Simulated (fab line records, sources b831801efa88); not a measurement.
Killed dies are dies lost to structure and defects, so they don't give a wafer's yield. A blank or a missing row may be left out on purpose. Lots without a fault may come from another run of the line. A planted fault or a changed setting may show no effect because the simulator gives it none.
A struck lot beside a sound one | flow sky130 | 15 steps out of a route of 708
Sound: wafers L908.1, L908.3, L908.5. Struck: wafers L904.2, L904.4, L904.6. The cause comes at the end.
At each step with rows: each side's tool, then ch and its chambers, then its first start. Under that, the readings that differ: sound wafers | struck wafers | difference of the means | sigmas: that difference in standard deviations of wafers without a fault.
alike: readings whose means differ by less than 2 such deviations, and words and numbers that are the same on both sides. not compared: withheld readings, readings that some wafer has no value for, bounds like >300 that may hide the same value, and numbers for which the record gives no deviation and whose values overlap.
The two part at a step that has a row with sigmas, a row that says differs or no value, or rows on one side only. Numbers that don't overlap but have no deviation are shown without sigmas and don't part them. A reading that every wafer of one side lacks parts them only if that side has two wafers or more.

SKY_METAL3_CD_MEAS_13: target cd 300 nm.
  sound on cd_sem-02, day 44 20:19; struck on cd_sem-02, day 44 14:11
  alike: cd_nm
SKY_METAL3_OVL_MEAS_14:
  sound on overlay-02, day 44 20:26; struck on overlay-02, day 44 14:18
  alike: METAL3_OVL
SKY_METAL3_DESCUM_15: chemistry O2, time 8 s.
  sound on rie_metal-01 ch 0,1, day 44 20:29; struck on rie_metal-04 ch 0, day 44 14:20
  alike: drypump_motor_current_A, he_backside_leak_sccm, oes_product_au
  not compared: rf_hours_counter_h
SKY_METAL3_ETCH_16: etches BARC in N2/H2, stops on SiO2, time 88.2 s, target depth 60 nm.
  sound on rie_metal-01 ch 0,1, day 44 20:31; struck on rie_metal-04 ch 0, day 44 14:22
  alike: drypump_motor_current_A, he_backside_leak_sccm, oes_product_au, throttle_valve_pct
  not compared: rf_hours_counter_h
SKY_METAL3_ETCH_17: etches SiO2 in C4F8/O2/Ar, stops on TiN, time 3.9 s, target depth 15 nm.
  sound on rie_diel-02 ch 0,1,2, day 44 20:37; struck on rie_diel-03 ch 1,2, day 44 14:28
  alike: oes_product_au
  not compared: rf_hours_counter_h
SKY_METAL3_METAL_ETCH_18: etches the open film in Cl2/BCl3, stops on SiO2, target depth 845 nm, time 183.1 s.
  sound on rie_metal-02 ch 0, day 44 20:38; struck on rie_metal-01 ch 1, day 44 14:29
  alike: drypump_motor_current_A, he_backside_leak_sccm, oes_product_au, throttle_valve_pct
  not compared: rf_hours_counter_h
SKY_METAL3_STRIP_19: strips in O2/N2.
  sound on plasma_asher-02 ch 0,1, day 44 20:48; struck on plasma_asher-02 ch 0, day 44 14:39
  reading                      | sound          | struck         | difference | sigmas
  strip_time_to_endpoint_s (s) | 6.46 6.43 6.44 | 6.78 6.72 6.79 | +0.32      | +3
  alike: drypump_motor_current_A, oes_product_au
  not compared: rf_hours_counter_h
then, 4 steps without rows for these wafers: SKY_METAL3_STRIP_20 (strips in post etch residue remover, time 1200 s); SKY_METAL3_CLEAN_21 (cleans in IPA, time 180 s); SKY_METAL3_CLEAN_22 (cleans in O3/DIW); SKY_VIA3_HDPCVD_00 (deposits SiO2, target thk 1635 nm, time 272.5 s).
SKY_VIA3_THK_MEAS_01:
  sound on film_metro-03, day 44 21:34; struck on film_metro-02, day 44 15:25
  alike: VIA3_HDPCVD_THK
SKY_VIA3_CMP_02: polishes SiO2.
  sound on cmp-01 ch 0,2,3, day 44 21:37; struck on cmp-01 ch 0,2,3, day 44 15:34
  no value came back on the struck wafers for edge_zone_pressure_frac, head_pressure_psi (psi), motor_current_A (A), retaining_ring_pressure_frac; on the sound wafers edge_zone_pressure_frac reads 0.992 0.991 1.005
  reading                                  | sound             | struck         | difference | sigmas
  model.SiO2_of_VIA3_HDPCVD_00.thk_nm (nm) | 463.2 463.4 464.2 | 1641 1626 1644 | +1173      |
SKY_VIA3_BOW_MEAS_03:
  sound on film_metro-01, day 44 21:55; struck on film_metro-01, day 44 16:09
  reading       | sound    | struck | difference                    | sigmas
  VIA3_BOW (um) | 73 84 75 | - - -  | no value on the struck wafers |
  not compared: hold
then, 1 step without rows for these wafers: SKY_PAD_OPEN_PROBE_99.

WHERE THEY PART
First at SKY_METAL3_STRIP_19; last, within this record, at SKY_VIA3_BOW_MEAS_03.

WHY: what the simulator had put in
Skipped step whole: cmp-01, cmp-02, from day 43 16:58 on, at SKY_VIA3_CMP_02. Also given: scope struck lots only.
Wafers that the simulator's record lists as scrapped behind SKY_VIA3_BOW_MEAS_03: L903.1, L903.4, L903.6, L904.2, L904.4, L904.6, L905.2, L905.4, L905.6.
